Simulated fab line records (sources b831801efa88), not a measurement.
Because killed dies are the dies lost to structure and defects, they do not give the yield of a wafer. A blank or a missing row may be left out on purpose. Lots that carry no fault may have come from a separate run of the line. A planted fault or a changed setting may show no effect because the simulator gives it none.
A lot that was struck, set against a sound lot :: flow gf180mcu :: 13 out of 602 route steps
Sound: wafers L848.1, L848.4, L848.5. Struck: wafers L857.1, L857.3, L857.4. At the end, the cause is stated.
Each step with rows lists, per side, the tool, then ch with its chambers, then its first start. Under that, the readings that differ: sound wafers :: struck wafers :: difference of the means :: sigmas: that difference in standard deviations of wafers without a fault.
alike: words and numbers the same on both sides, and readings whose means are apart by under 2 such deviations; not compared: readings that were withheld, readings missing a value for some wafer, numbers with overlapping values and no deviation given by the record, and bounds like >300 which may hide the same value.
Wherever a step has rows on one side only, a row that says differs or no value, or a row with sigmas, the two part there. Numbers that have no deviation but don't overlap get no sigmas and don't part them. A reading that every wafer of one side lacks parts them only if that side has two wafers or more.

GF_V2_CD_MEAS_14: target cd 260 nm.
  struck on cd sem-02, day 25 21:32; sound on cd sem-02, day 22 03:14
  alike: cd nm
GF_V2_OVL_MEAS_15:
  struck on overlay-01, day 25 21:39; sound on overlay-02, day 22 03:21
  alike: V2_OVL
then, 1 step without rows for these wafers: GF_V2_ETCH_16 (etches BARC in N2/H2).
GF_V2_ETCH_17: etches SiO2 in C4F8/O2/Ar, stops on TiN, target depth 630 nm.
  sound on rie diel-01 ch 0,1,3; struck on rie diel-01 ch 0,2,3
  alike: bias w, chamber pressure mTorr, oes product au
GF_V2_STRIP_18: strips in O2/N2.
  sound on plasma asher-04 ch 0,1, day 22 03:31; struck on plasma asher-01 ch 0,1, day 25 21:49
  alike: chamber pressure mTorr, drypump motor current A, heater power w, oes product au
  not compared: rf hours counter h
then, 2 steps without rows for these wafers: GF_V2_STRIP_19 (strips in post etch residue remover, time 1200 s); GF_V2_CLEAN_20 (cleans in DIW).
GF_V2_SPUTTER_21: material Ti, target thk 15 nm, time 80.02 s.
  struck on pvd sputter-04, day 25 22:21; sound on pvd sputter-04, day 22 04:03
  alike: throttle valve pct
GF_V2_SPUTTER_22: material TiN, target thk 10 nm, time 40 s.
  struck on pvd sputter-04, day 25 22:25; sound on pvd sputter-04, day 22 04:07
  alike: throttle valve pct
GF_V2_CVD_23: deposits W, target thk 350 nm, time 104.94 s.
  sound on cvd w-01 ch 0,1, day 22 04:09; struck on cvd w-02 ch 0,1, day 25 22:27
  alike: heater power outer w, heater power w
GF_V2_RS_MEAS_24: measurement is done with a four-point probe.
  struck on film metro-02, day 25 22:34; sound on film metro-02, day 22 04:16
  alike: V2_W_RS
GF_V2_THK_MEAS_25: measures by xrf.
  struck on film metro-02, day 25 22:41; sound on film metro-02, day 22 04:23
  alike: V2_W_THK
GF_V2_CMP_26: polishes, stops on SiO2, t overpolish 15 s, target thk 0 nm.
  sound on cmp-02 ch 1,2,3, day 22 04:29; struck on cmp-01 ch 1,2,3, day 25 22:44
  no value came back on the struck wafers for any of 5 readings (edge zone pressure frac, head pressure psi (psi) and others); on the sound wafers edge zone pressure frac reads 1.008 1.009 1.002
reading: model.W_of_V2_CVD_23.thk nm (nm)
sound: 0 0 0
struck: 347.3 349.3 354.1
difference: +350.2
sigmas: 

reading: model.SiO2_of_V2_CVD_02.thk nm (nm)
sound: 627.2 626 626.2
struck: 633.1 633.1 631.6
difference: +6.1
sigmas: 

## WHERE THEY PART
Within this record, at GF_V2_CMP_26 only.

WHY: whatever the simulator had introduced
Beginning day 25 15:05, the whole step at GF_V2_CMP_26 was skipped on cmp-01. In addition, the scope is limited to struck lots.
